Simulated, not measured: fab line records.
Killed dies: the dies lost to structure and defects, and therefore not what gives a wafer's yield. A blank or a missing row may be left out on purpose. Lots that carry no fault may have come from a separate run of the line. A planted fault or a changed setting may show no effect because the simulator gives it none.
Matching of chambers :: flow gf180mcu :: 4 sister chambers for GF_V5_CMP_04 on cmp-02
The step polishes SiO2. 7 wafers are shown with their chamber, then 9 later ones without.

## WAFERS PAIRED WITH THEIR CHAMBERS
wafer: L385.3
chamber: 2
motor-current-A (A): 12.6

wafer: L385.6
chamber: 0
motor-current-A (A): 13.5

wafer: L388.3
chamber: 1
motor-current-A (A): 13.1

wafer: L388.4
chamber: 0
motor-current-A (A): 13.4

wafer: L392.1
chamber: 2
motor-current-A (A): 12.3

wafer: L392.3
chamber: 3
motor-current-A (A): 13.0

wafer: L392.5
chamber: 3
motor-current-A (A): 12.3

## WAFERS MISSING THEIR CHAMBER
wafer: L393.3
motor-current-A (A): 12.4

wafer: L393.4
motor-current-A (A): 12.6

wafer: L393.5
motor-current-A (A): 13.4

wafer: L394.3
motor-current-A (A): 12.9

wafer: L394.5
motor-current-A (A): 12.6

wafer: L394.6
motor-current-A (A): 13.3

wafer: L395.2
motor-current-A (A): 13.0

wafer: L395.4
motor-current-A (A): 12.1

wafer: L395.6
motor-current-A (A): 13.2

## CHAMBER TAKEN BY EACH
wafer: L393.3
from the rows above: can't be placed: 2 or 3
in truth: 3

wafer: L393.4
from the rows above: can't be placed: 3 or 2 or 1
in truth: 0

wafer: L393.5
from the rows above: can't be placed: 0 or 1
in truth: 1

wafer: L394.3
from the rows above: can't be placed: 1 or 3 or 2 or 0
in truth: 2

wafer: L394.5
from the rows above: can't be placed: 3 or 2 or 1
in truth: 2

wafer: L394.6
from the rows above: can't be placed: 0 or 1 or 3
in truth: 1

wafer: L395.2
from the rows above: can't be placed: 1 or 3 or 0 or 2
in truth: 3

wafer: L395.4
from the rows above: can't be placed: 2 or 3
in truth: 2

wafer: L395.6
from the rows above: can't be placed: 1 or 0 or 3
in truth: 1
Correct placement for 0 of the 9. Not placeable from these rows: 9 (in 8, the candidates include the true chamber). Wrongly placed: 0.
How it was worked out, from the rows above alone: a wafer's distance from a chamber is the root of the sum, over the readings, of the square of ((its reading less the chamber's mean) divided by the reading's scatter). The wafer belongs to the nearest chamber; if the next one is less than 2 further off, it can't be placed. For every chamber, the mean is computed from those of its wafers that are shown. The scatter: the root of (the sum of the squares of (reading less its chamber's mean) over the shown wafers, divided by (wafers less chambers)).
